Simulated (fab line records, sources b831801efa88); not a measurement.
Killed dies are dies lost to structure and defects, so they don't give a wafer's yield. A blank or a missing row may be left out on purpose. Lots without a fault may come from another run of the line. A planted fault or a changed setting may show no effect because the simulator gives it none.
fab line records | flow sky130
record lots=14 wafers=41 last_day=50
route steps=708 shown FIELD_ISO@1 POLY_GATE@205 POLY_CUT@317
lots that met no fault: from a run of the same line without faults
start_h: hours from the record's first day to the start of the lot's first wafer shown | wait_h: hours since the lot's step before | " the same as in the row above | L1.1+2: a row that stands for several wafers | - no value, or no start given | * or withheld: withheld | < > ~ a bound
route shown NAME@n: a module of which the file shows steps, and the number in the route of the first | usual: mean/standard deviation of fault-free wafers | same: alike in all rows | chamber/n: place in a boat | sites: the reading at each site | _std_site: their standard deviation | _edge_site: outer sites' mean less inner sites' | radius_mm: how far each site lies from the wafer's centre | mask NAME#n: copy n | behind: the tool/chamber that last shaped the wafer | hold: why the lot was held/for how many hours/how that ended | device: the transistor (n, p or np) that didn't switch | end of line: the same wafers' tests at the end of the route | a step without rows: its recipe alone | killed: dies lost to structure and defects at the first sort, not the wafer's yield | map: a wafer's dies, x killed, . not, _ none there
set.NAME: the setting as run; set.NAME@STEP: as run at that earlier step | model.NAME: the simulator's own value behind a step, which no gauge read
steps of the route over a sample of lots; a table a step, a row a wafer
services: from which hour (start_h, from the record's first day; less than 0 if before it) a tool's chamber was out of use, for how many hours, and why
## steps
# step SKY_FIELD_ISO_BOW_MEAS_00
# recipe mode=bow
# usual INCOMING_BOW=-1/6.2
# columns lot.wafer tool chamber start_h wait_h INCOMING_BOW[um]
L652.2 film_metro-02 - 15.02 - 3
L652.4 " - " " -5
L652.5 " - " " -1
L653.1 film_metro-01 - 20.00 - 6
L653.2 " - " " 0
L653.6 " - " " 7
L655.3 film_metro-01 - 30.04 - -2
L655.5 " - " " 5
L655.6 " - " " -1
L656.1 film_metro-04 - 35.00 - -4
L656.3 " - " " -4
L656.5 " - " " 9
L658.1 film_metro-02 - 45.00 - 3
L658.3 " - " " -3
L658.5 " - " " -1
L660.1 film_metro-02 - 55.00 - -6
L660.2 " - " " 3
L660.3 " - " " -7
L664.1 film_metro-01 - 75.00 - 7
L664.2 " - " " -1
L664.6 " - " " 3
L665.2 film_metro-01 - 80.02 - -1
L665.4 " - " " -8
L665.5 " - " " 9
L666.3 film_metro-02 - 85.04 - 2
L666.4 " - " " -3
L666.5 " - " " 3
L667.1 film_metro-01 - 90.00 - -3
L667.4 " - " " 0
L667.6 " - " " -8
L668.3 film_metro-04 - 95.04 - -9
L668.5 " - " " 5
L668.6 " - " " 4
L671.2 film_metro-04 - 110.02 - 5
L671.4 " - " " -8
L671.6 " - " " -11
L673.1 film_metro-01 - 120.00 - 1
L673.2 " - " " -2
L673.4 " - " " -13
L674.3 film_metro-01 - 125.04 - 11
L674.5 " - " " 3
# step SKY_FIELD_ISO_OXIDATION_22
# recipe temp_c=950 ambient=O2 stabilise_s=600 purge_s=300 target_thk_a=100 ox_time_s=623
# usual ox_temp_c=950.1/0.37 ox_temp_c_max=954.3/1.4 ox_time_s=623/0 spike_tc_upper_C=949.6/1.1 zone_power_bottom_pct=29.1/1.8
# columns lot.wafer tool chamber start_h wait_h ox_temp_c ox_temp_c_max ox_time_s spike_tc_upper_C zone_power_bottom_pct
L652.2 furnace-01 0 41.49 4.3 950.0 952.8 623 950.2 27.9
L652.4 " 0 " " 950.0 952.7 623 950.4 27.4
L652.5 " 0 " " 949.6 953.0 623 950.2 27.1
L653.1 furnace-02 0 44.26 2.8 949.4 955.2 623 949.0 32.1
L653.2 " 0 " " 949.5 955.0 623 950.5 31.3
L653.6 " 0 " " 950.2 955.7 623 948.5 31.6
L655.3 furnace-01 0 54.25 1.6 949.9 952.6 623 949.2 28.0
L655.5 " 0 " " 950.1 953.2 623 949.2 27.8
L655.6 " 0 " " 949.5 953.7 623 947.8 27.7
L656.1 furnace-01 0 58.69 0.0 950.4 953.5 623 949.3 27.6
L656.3 " 0 " " 950.5 953.5 623 950.1 28.0
L656.5 " 0 " " 950.5 955.0 623 949.5 27.8
L658.1 furnace-02 0 69.08 0.0 950.7 956.2 623 950.0 31.4
L658.3 " 0 " " 949.7 956.1 623 946.7 32.0
L658.5 " 0 " " 950.1 955.8 623 949.6 31.6
L660.1 furnace-02 0 76.58 0.7 950.2 956.0 623 948.8 31.6
L660.2 " 0 " " 949.6 955.9 623 949.0 31.7
L660.3 " 0 " " 949.5 955.8 623 947.9 32.1
L664.1 furnace-02 0 99.82 2.0 950.0 956.4 623 948.6 31.5
L664.2 " 0 " " 950.2 956.6 623 950.6 31.7
L664.6 " 0 " " 949.9 957.6 623 948.4 31.6
L665.2 furnace-02 - 106.65 1.5 - - - - -
L665.4 " - " " - - - - -
L665.5 " - " " - - - - -
L666.3 furnace-01 - 108.15 1.3 - - - - -
L666.4 " - " " - - - - -
L666.5 " - " " - - - - -
L667.1 furnace-01 0 113.47 1.1 949.6 952.9 623 949.9 27.8
L667.4 " 0 " " 949.9 953.1 623 949.5 28.5
L667.6 " 0 " " 950.0 953.0 623 950.1 28.1
L668.3 furnace-01 0 118.89 0.0 949.7 953.1 623 951.2 27.5
L668.5 " 0 " " 950.2 953.7 623 947.9 27.9
L668.6 " 0 " " 950.4 953.2 623 949.4 28.4
L671.2 furnace-01 0 136.25 2.4 949.8 953.8 623 950.7 28.3
L671.4 " 0 " " 949.8 954.0 623 951.1 27.4
L671.6 " 0 " " 949.4 952.5 623 950.9 27.8
L673.1 furnace-01 0 144.46 0.6 949.2 952.4 623 949.7 27.5
L673.2 " 0 " " 950.4 953.1 623 949.5 29.0
L673.4 " 0 " " 950.4 953.9 623 949.1 27.9
L674.3 furnace-02 0 148.21 0.0 949.8 955.3 623 948.8 31.5
L674.5 " 0 " " 950.2 956.6 623 947.5 31.7
# step SKY_POLY_GATE_THK_MEAS_01
# recipe reads=poly-Si_of_POLY_GATE_CVD_00
# usual POLY_GATE_CVD_00_THK=181.1/1.4
# columns lot.wafer tool chamber start_h wait_h POLY_GATE_CVD_00_THK[nm]
L653.1 film_metro-02 - 342.39 0.0 180.5
L653.2 " - " " 181.5
L653.6 " - " " 181.2
L652.2 film_metro-02 - 344.20 0.0 183.6
L652.4 " - " " 182.0
L652.5 " - " " 181.4
L655.3 film_metro-01 - 356.10 0.0 181.2
L655.5 " - " " 180.9
L655.6 " - " " 181.8
L656.1 film_metro-02 - 364.17 0.0 180.7
L656.3 " - " " 182.0
L656.5 " - " " 184.5
L658.1 film_metro-01 - 385.61 0.0 181.0
L658.3 " - " " 179.5
L658.5 " - " " 179.3
L660.1 film_metro-01 - 394.91 0.0 180.6
L660.2 " - " " 181.3
L660.3 " - " " 181.7
L664.1 film_metro-02 - 440.23 0.0 182.9
L664.2 " - " " 179.8
L664.6 " - " " 183.0
L667.1 film_metro-03 - 457.08 0.0 181.3
L667.4 " - " " 181.3
L667.6 " - " " 181.9
L668.3 film_metro-02 - 465.65 0.0 179.9
L668.5 " - " " 180.4
L668.6 " - " " 178.7
L671.2 film_metro-03 - 495.72 0.0 181.3
L671.4 " - " " 182.9
L671.6 " - " " 180.4
L673.1 film_metro-01 - 510.58 0.0 179.6
L673.2 " - " " 179.3
L673.4 " - " " 178.5
L674.3 film_metro-01 - 512.13 0.0 180.1
L674.5 " - " " 180.5
# step SKY_POLY_CUT_ETCH_10
# recipe chemistry=N2/H2 target=BARC ion_energy_ev=200 source_w=500 bias_w=100 pressure_mtorr=30 n2_flow_sccm=100 h2_flow_sccm=200 stop_on=SiO2 time_s=45.9 target_depth_a=600
# usual bias_w=100.0/0.31 chamber_pressure_mTorr=30.001/0.027 drypump_motor_current_A=5.6/0.51 oes_product_au=0.855/0.0048 throttle_valve_pct=13.225/0.0099
# columns lot.wafer tool chamber start_h wait_h bias_w chamber_pressure_mTorr drypump_motor_current_A oes_product_au rf_hours_counter_h throttle_valve_pct
L653.1 rie_diel-02 3 589.37 0.0 99.7 29.976 5.4 0.858 11 13.228
L653.2 " 1 " " 99.6 30.007 5.6 0.856 13 13.221
L653.6 " 3 " " 100.2 29.970 5.4 0.858 - 13.224
L652.2 rie_diel-04 3 592.20 0.0 99.8 30.007 5.9 0.858 4 13.221
L652.4 " 0 " " 99.9 29.983 6.0 0.866 - 13.231
L652.5 " 1 " " 100.0 30.004 5.7 0.855 - 13.236
L655.3 rie_diel-01 2 606.39 0.0 100.3 29.972 5.5 0.860 0 13.220
L655.5 " 1 " " 99.9 30.032 5.2 0.857 - 13.215
L655.6 " 2 " " 100.1 29.982 5.5 0.855 - 13.229
L656.1 rie_diel-04 3 612.55 0.0 100.0 30.050 5.9 0.854 5 13.224
L656.3 " 0 " " 100.4 29.963 5.9 0.858 13 13.235
L656.5 " 3 " " 99.9 30.001 5.9 0.853 - 13.240
L658.1 rie_diel-01 3 632.02 0.0 100.0 29.982 4.8 0.846 5 13.211
L658.3 " 2 " " 99.8 30.024 5.4 0.852 0 13.254
L658.5 " 1 " " 100.0 29.980 5.2 0.854 - 13.224
L660.1 rie_diel-01 3 644.22 0.0 100.2 29.981 4.8 0.849 6 13.217
L660.2 " 2 " " 99.9 30.021 5.5 0.856 1 13.228
L660.3 " 1 " " 100.8 29.947 5.2 0.855 4 13.232
L664.1 rie_diel-01 1 686.47 0.0 99.8 30.085 5.2 0.855 5 13.237
L664.2 " 3 " " 99.6 30.012 4.9 0.854 6 13.235
L664.6 " 2 " " 99.4 29.991 5.5 0.859 - 13.220
L667.1 rie_diel-04 1 696.87 0.0 99.7 30.015 5.8 0.862 12 13.232
L667.4 " 2 " " 100.3 29.976 6.6 0.852 2 13.221
L667.6 " 2 " " 100.1 30.001 6.6 0.856 - 13.215
L668.3 rie_diel-04 1 707.95 0.0 100.2 30.004 5.8 0.847 12 13.218
L668.5 " 3 " " 100.0 30.014 5.9 0.847 - 13.230
L668.6 " 2 " " 100.2 29.990 6.5 0.852 - 13.228
L671.2 rie_diel-04 1 736.34 0.0 100.1 30.004 5.8 0.855 13 13.217
L671.4 " 3 " " 100.4 29.984 6.0 0.854 8 13.213
L671.6 " 0 " " 100.2 30.013 6.0 0.853 - 13.223
L673.1 rie_diel-02 3 743.97 0.0 100.0 30.014 5.4 0.857 15 13.226
L673.2 " 1 " " 100.1 30.008 5.6 0.851 17 13.219
L673.4 " 2 " " 100.5 30.016 4.8 0.852 10 13.231
L674.3 rie_diel-04 3 746.30 0.0 99.7 29.984 5.9 0.864 8 13.226
L674.5 " 3 " " 99.4 29.998 6.0 0.860 - 13.229
## services
# columns tool chamber start_h hours kind
furnace-01 - 25.41 13.2 pm
furnace-02 - 86.18 3.6 pm
furnace-01 - 94.65 3.9 pm
furnace-01 - 98.50 3.9 pm
furnace-02 - 131.63 3.2 pm
rie_diel-04 0 188.48 3.9 repair
furnace-01 - 230.78 2.7 pm
rie_diel-04 3 261.66 10.6 repair
furnace-01 - 267.55 2.5 pm
rie_diel-04 - 301.61 0.4 repair
rie_diel-04 - 330.08 1.2 repair
rie_diel-04 1 360.84 3.6 repair
furnace-02 - 368.31 3.7 pm
furnace-01 - 377.77 2.9 pm
rie_diel-04 - 402.66 28.1 pm
furnace-01 - 434.29 4.1 pm
rie_diel-04 2 452.65 11.3 repair
rie_diel-04 0 461.52 44.4 repair
furnace-02 - 468.54 3.8 pm
rie_diel-04 3 569.90 13.8 repair
furnace-01 - 576.17 7.3 pm
furnace-01 - 602.96 3.9 pm
rie_diel-04 1 608.80 12.0 repair
furnace-01 - 658.65 4.7 pm
## key
first_sign step=SKY_FIELD_ISO_OXIDATION_22 reading=tool_record direction=missing
effect none on later readings
met_at SKY_FIELD_ISO_OXIDATION_22
struck_lots L665,L666
later_rows_left_out L665.2,L665.4,L665.5,L666.3,L666.4,L666.5
sort_left_out L665.2,L665.4,L665.5,L666.3,L666.4,L666.5
tester_left_out L665,L666
not_acting_at SKY_FIELD_ISO_BOW_MEAS_00,SKY_POLY_GATE_THK_MEAS_01,SKY_POLY_CUT_ETCH_10
onset_between 99.82 106.65
fault kind=skipped_step_whole tool=furnace-01,furnace-02 chamber=- onset_h=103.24 steps=SKY_FIELD_ISO_OXIDATION_22 scope=struck_lots_only
# tester_left_out: of these lots the tester's yield and bins aren't shown, on N5 and GAA mostly nor the transistor test; their killed dies are dies lost to structure and defects alone, not to doping, threshold or leakage, so they don't give the yield
# sort_left_out: the simulated sort isn't trusted on such a fault, so these wafers' sort isn't shown, and their yield isn't known
# later_rows_left_out: the simulator's readings of these wafers behind a module that went badly wrong aren't trusted and aren't shown, but for the sort
